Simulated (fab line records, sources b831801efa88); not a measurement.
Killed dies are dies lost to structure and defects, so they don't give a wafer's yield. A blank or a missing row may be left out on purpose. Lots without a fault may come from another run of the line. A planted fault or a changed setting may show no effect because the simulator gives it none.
Which tool did it? | flow sfq_line | 14 lots, 42 wafers sampled, at 6 steps of a route of 325

WHAT THE GAUGES READ, wafer by wafer
The record holds no reading of a measuring or inspecting step that can be judged against a usual standard deviation.

WHICH TOOL RAN EACH LOT (tool, then ch and the chambers of the sampled wafers, then the start)
lot  | SFQ_TRILAYER_I4_CMP_CMP_100   | SFQ_TRILAYER_I4_METRO_MEASURE_101 | SFQ_TRILAYER_I4_VIA_ETCH_VIA_ETCH_106 | SFQ_TRILAYER_A5B_CMP_CMP_130  | SFQ_TRILAYER_M6_STRIP_STRIP_163   | SFQ_TRILAYER_I7_VIA_STRIP_STRIP_191
L660 | cmp-01 ch 1,2,3, day 47 03:05 | film_metro-04, day 47 05:48       | rie_diel-04 ch 0,1,3, day 53 05:50    | cmp-02 ch 0,1, day 64 23:13   | rie_metal-03 ch 0,1, day 72 12:22 | rie_metal-02 ch 0,1, day 78 15:44
L661 | cmp-02 ch 0,1,2, day 47 12:26 | film_metro-02, day 47 15:03       | rie_diel-01 ch 0,2,3, day 53 14:22    | cmp-02 ch 0,2,3, day 65 03:13 | rie_metal-02 ch 0,1, day 73 18:24 | rie_metal-04 ch 1, day 83 17:27
L665 | cmp-01 ch 0,1,3, day 49 20:05 | film_metro-01, day 49 23:12       | rie_diel-04 ch 0,1,2, day 54 16:34    | cmp-01 ch 0,1,2, day 66 14:17 | rie_metal-03 ch 0,1, day 75 20:33 | rie_metal-02 ch 0,1, day 85 01:33
L666 | cmp-01 ch 0,2,3, day 57 04:41 | film_metro-02, day 57 06:48       | rie_diel-01 ch 0,3, day 57 10:19      | cmp-02 ch 0,3, day 67 17:13   | rie_metal-03 ch 1, day 77 07:17   | rie_metal-04 ch 0,1, day 85 19:33
L667 | cmp-02 ch 0,2,3, day 57 04:49 | film_metro-01, day 57 06:56       | rie_diel-04 ch 1,2,3, day 57 11:31    | cmp-01 ch 1,2, day 67 17:31   | rie_metal-03 ch 0, day 77 09:50   | rie_metal-04 ch 0,1, day 85 21:57
L668 | cmp-01 ch 0,1, day 57 13:11   | film_metro-01, day 57 16:12       | rie_diel-04 ch 1,2, day 62 15:09      | cmp-02 ch 0,2,3, day 67 21:43 | rie_metal-01 ch 0,1, day 77 11:05 | rie_metal-01 ch 0,1, day 85 23:21
L669 | cmp-02 ch 1,2, day 57 13:19   | film_metro-02, day 57 16:32       | rie_diel-02 ch 2,3, day 62 16:21      | cmp-01 ch 0,1,3, day 67 22:01 | rie_metal-03 ch 0,1, day 77 14:41 | rie_metal-02 ch 0,1, day 86 00:33
L671 | cmp-01 ch 1,2,3, day 57 23:11 | film_metro-04, day 58 01:12       | rie_diel-01 ch 0,2,3, day 63 04:10    | cmp-02 ch 0,2,3, day 68 10:43 | rie_metal-01 ch 0,1, day 77 18:17 | rie_metal-02 ch 0,1, day 86 04:09
L672 | cmp-01 ch 0,1,3, day 58 07:41 | film_metro-04, day 58 10:12       | rie_diel-01 ch 1,2,3, day 63 19:56    | cmp-01 ch 0,2,3, day 68 11:46 | rie_metal-03 ch 0,1, day 77 19:29 | rie_metal-02 ch 0,1, day 86 07:45
L678 | cmp-01 ch 1,2,3, day 60 21:11 | film_metro-02, day 60 23:55       | rie_diel-04 ch 1,2,3, day 66 09:41    | cmp-01 ch 0,1,3, day 70 13:37 | rie_metal-02 ch 0,1, day 80 01:35 | rie_metal-01 ch 0,1, day 88 02:32
L680 | cmp-02 ch 1,2,3, day 62 17:04 | film_metro-01, day 62 19:41       | rie_diel-04 ch 0,1,3, day 67 12:05    | cmp-02 ch 0,2,3, day 70 17:58 | rie_metal-01 ch 0,1, day 80 04:59 | rie_metal-04 ch 0,1, day 88 04:44
L681 | cmp-02 ch 0,1,3, day 63 02:47 | film_metro-01, day 63 04:54       | rie_diel-04 ch 0,2,3, day 67 19:17    | cmp-01 ch 1,2, day 70 18:37   | rie_metal-02 ch 0,1, day 80 06:11 | rie_metal-01 ch 0,1, day 88 07:08
L682 | cmp-01 ch 0,2, day 63 04:17   | film_metro-04, day 63 07:06       | rie_diel-04 ch 0,1,2, day 67 21:41    | cmp-02 ch 0,1,3, day 70 21:28 | rie_metal-03 ch 0, day 80 07:23   | rie_metal-02 ch 0,1, day 88 08:20
L683 | cmp-01 ch 0,1,3, day 63 07:55 | film_metro-04, day 63 10:44       | rie_diel-01 ch 0,2,3, day 68 00:05    | cmp-01 ch 0,1,2, day 70 22:37 | rie_metal-02 ch 0,1, day 80 08:35 | rie_metal-01 ch 1, day 88 10:44
- SFQ_TRILAYER_I4_CMP_CMP_100: polishes SiO2.
- SFQ_TRILAYER_I4_METRO_MEASURE_101
- SFQ_TRILAYER_I4_VIA_ETCH_VIA_ETCH_106: etches SiO2 in CHF3, stops on Nb, target depth 260 nm.
- SFQ_TRILAYER_A5B_CMP_CMP_130: polishes, stops on Nb, target thk 340.7 nm.
- SFQ_TRILAYER_M6_STRIP_STRIP_163: strips in O2.
- SFQ_TRILAYER_I7_VIA_STRIP_STRIP_191: strips in O2.

WHAT THE TOOLS THEMSELVES READ (means of the sampled wafers that have a number; where no wafer has one, the mark that the record gives instead)
SFQ_TRILAYER_I4_CMP_CMP_100. Usual: motor_current_A 9.8 A, standard deviation 0.9; time_to_endpoint_s 213 s, standard deviation 6.8.
lot  | tool   | motor_current_A (A) | time_to_endpoint_s (s) | flag
L660 | cmp-01 | 10.0                | 219                    |
L661 | cmp-02 | 9.9                 | 206                    |
L665 | cmp-01 | 9.1                 | 207                    |
L666 | cmp-01 | 9.3                 | 212                    |
L667 | cmp-02 | 10.3                | 216                    |
L668 | cmp-01 | 8.7                 | 214                    |
L669 | cmp-02 | 10.1                | 215                    |
L671 | cmp-01 | 9.5                 | 221                    |
L672 | cmp-01 | 8.8                 | 212                    |
L678 | cmp-01 | 9.2                 | 222                    |
L680 | cmp-02 | 10.3                | 232                    |
L681 | cmp-02 | 11.1                | 231                    |
L682 | cmp-01 | 9.4                 | 222                    |
L683 | cmp-01 | 9.3                 | 215                    |

SFQ_TRILAYER_I4_METRO_MEASURE_101. Usual: thk_nm 199.9 nm, standard deviation 0.85.
lot  | tool          | thk_nm (nm) | flag
L660 | film_metro-04 | 199.6       |
L661 | film_metro-02 | 200.7       |
L665 | film_metro-01 | 198.6       |
L666 | film_metro-02 | 199.6       |
L667 | film_metro-01 | 200.4       |
L668 | film_metro-01 | 199.8       |
L669 | film_metro-02 | 200.0       |
L671 | film_metro-04 | 199.9       |
L672 | film_metro-04 | 199.3       |
L678 | film_metro-02 | 199.4       |
L680 | film_metro-01 | 165.9       | OFF
L681 | film_metro-01 | 165.7       | OFF
L682 | film_metro-04 | 200.0       |
L683 | film_metro-04 | 199.4       |

SFQ_TRILAYER_I4_VIA_ETCH_VIA_ETCH_106. Usual: drypump_motor_current_A 5.7 A, standard deviation 0.35; oes_product_au 0.854 a.u., standard deviation 0.0054; rf_fwd_power_W 498.0 W, standard deviation 1.7.
lot  | tool        | drypump_motor_current_A (A) | oes_product_au (a.u.) | rf_fwd_power_W (W) | flag
L660 | rie_diel-04 | 5.8                         | 0.854                 | 498.0              |
L661 | rie_diel-01 | 5.7                         | 0.855                 | 498.7              |
L665 | rie_diel-04 | 5.7                         | 0.850                 | 495.4              |
L666 | rie_diel-01 | 5.7                         | 0.850                 | 498.2              |
L667 | rie_diel-04 | 5.9                         | 0.848                 | 499.3              |
L668 | rie_diel-04 | 6.0                         | 0.855                 | 497.7              |
L669 | rie_diel-02 | 6.0                         | 0.857                 | 497.0              |
L671 | rie_diel-01 | 5.7                         | 0.851                 | 499.4              |
L672 | rie_diel-01 | 5.4                         | 0.855                 | 499.2              |
L678 | rie_diel-04 | 5.9                         | 0.856                 | 497.6              |
L680 | rie_diel-04 | 5.9                         | 0.774                 | 499.5              | OFF
L681 | rie_diel-04 | 5.6                         | 0.767                 | 497.0              | OFF
L682 | rie_diel-04 | 5.7                         | 0.853                 | 497.4              |
L683 | rie_diel-01 | 5.7                         | 0.852                 | 498.5              |

SFQ_TRILAYER_A5B_CMP_CMP_130. Usual: motor_current_A 9.9 A, standard deviation 0.91.
lot  | tool   | motor_current_A (A) | flag
L660 | cmp-02 | 10.1                |
L661 | cmp-02 | 10.3                |
L665 | cmp-01 | 9.0                 |
L666 | cmp-02 | 10.4                |
L667 | cmp-01 | 9.1                 |
L668 | cmp-02 | 10.5                |
L669 | cmp-01 | 9.3                 |
L671 | cmp-02 | 10.5                |
L672 | cmp-01 | 9.4                 |
L678 | cmp-01 | 8.8                 |
L680 | cmp-02 | 10.1                |
L681 | cmp-01 | 9.3                 |
L682 | cmp-02 | 10.6                |
L683 | cmp-01 | 8.8                 |

SFQ_TRILAYER_M6_STRIP_STRIP_163. Usual: drypump_motor_current_A 5.9 A, standard deviation 0.34; oes_product_au 1.002 a.u., standard deviation 0.0077.
lot  | tool         | drypump_motor_current_A (A) | oes_product_au (a.u.) | flag
L660 | rie_metal-03 | 6.1                         | 1.007                 |
L661 | rie_metal-02 | 5.7                         | 0.993                 |
L665 | rie_metal-03 | 6.1                         | 1.003                 |
L666 | rie_metal-03 | 6.1                         | 1.006                 |
L667 | rie_metal-03 | 6.4                         | 1.004                 |
L668 | rie_metal-01 | 5.5                         | 0.994                 |
L669 | rie_metal-03 | 6.1                         | 1.007                 |
L671 | rie_metal-01 | 5.5                         | 1.002                 |
L672 | rie_metal-03 | 6.2                         | 1.011                 |
L678 | rie_metal-02 | 5.9                         | 0.995                 |
L680 | rie_metal-01 | 5.5                         | 1.004                 |
L681 | rie_metal-02 | 5.9                         | 0.991                 |
L682 | rie_metal-03 | 6.3                         | 1.010                 |
L683 | rie_metal-02 | 5.9                         | 0.998                 |

SFQ_TRILAYER_I7_VIA_STRIP_STRIP_191. Usual: drypump_motor_current_A 6.0 A, standard deviation 0.48; oes_product_au 0.999 a.u., standard deviation 0.0078.
lot  | tool         | drypump_motor_current_A (A) | oes_product_au (a.u.) | flag
L660 | rie_metal-02 | 5.9                         | 0.990                 |
L661 | rie_metal-04 | 6.6                         | 1.004                 |
L665 | rie_metal-02 | 5.8                         | 1.003                 |
L666 | rie_metal-04 | 6.6                         | 1.000                 |
L667 | rie_metal-04 | 6.5                         | 1.008                 |
L668 | rie_metal-01 | 5.5                         | 1.003                 |
L669 | rie_metal-02 | 5.7                         | 1.005                 |
L671 | rie_metal-02 | 5.7                         | 1.000                 |
L672 | rie_metal-02 | 5.7                         | 0.996                 |
L678 | rie_metal-01 | 5.5                         | 1.001                 |
L680 | rie_metal-04 | 6.5                         | 0.995                 |
L681 | rie_metal-01 | 5.5                         | 0.991                 |
L682 | rie_metal-02 | 5.9                         | 1.004                 |
L683 | rie_metal-01 | 5.6                         | 0.991                 |

THE ANSWER, worked out from the rows above alone
Rule: a lot is off if the mean of its wafers that have a number lies more than 3 standard deviations from the usual mean. A lot without any number at a reading at which 4 lots or more have one is off too. The other lots that the step has rows for count as sound. The gauges are gone through in route order, then the tools' own readings, and for those a lot's mean is taken as printed above. The first step at which some lot is off is used, and at that step the reading that is off furthest; a lot without a number counts as furthest.
Off: L680, L681, at SFQ_TRILAYER_I4_METRO_MEASURE_101 (thk_nm).
A tool fits if, at that step or a process step before it, it ran every lot that is off, and no sound lot after the first of them. Can't be told from this: 2 tools fit, cmp-02 at SFQ_TRILAYER_I4_CMP_CMP_100, film_metro-01 at SFQ_TRILAYER_I4_METRO_MEASURE_101.

WHAT THE SIMULATOR HAD PUT IN
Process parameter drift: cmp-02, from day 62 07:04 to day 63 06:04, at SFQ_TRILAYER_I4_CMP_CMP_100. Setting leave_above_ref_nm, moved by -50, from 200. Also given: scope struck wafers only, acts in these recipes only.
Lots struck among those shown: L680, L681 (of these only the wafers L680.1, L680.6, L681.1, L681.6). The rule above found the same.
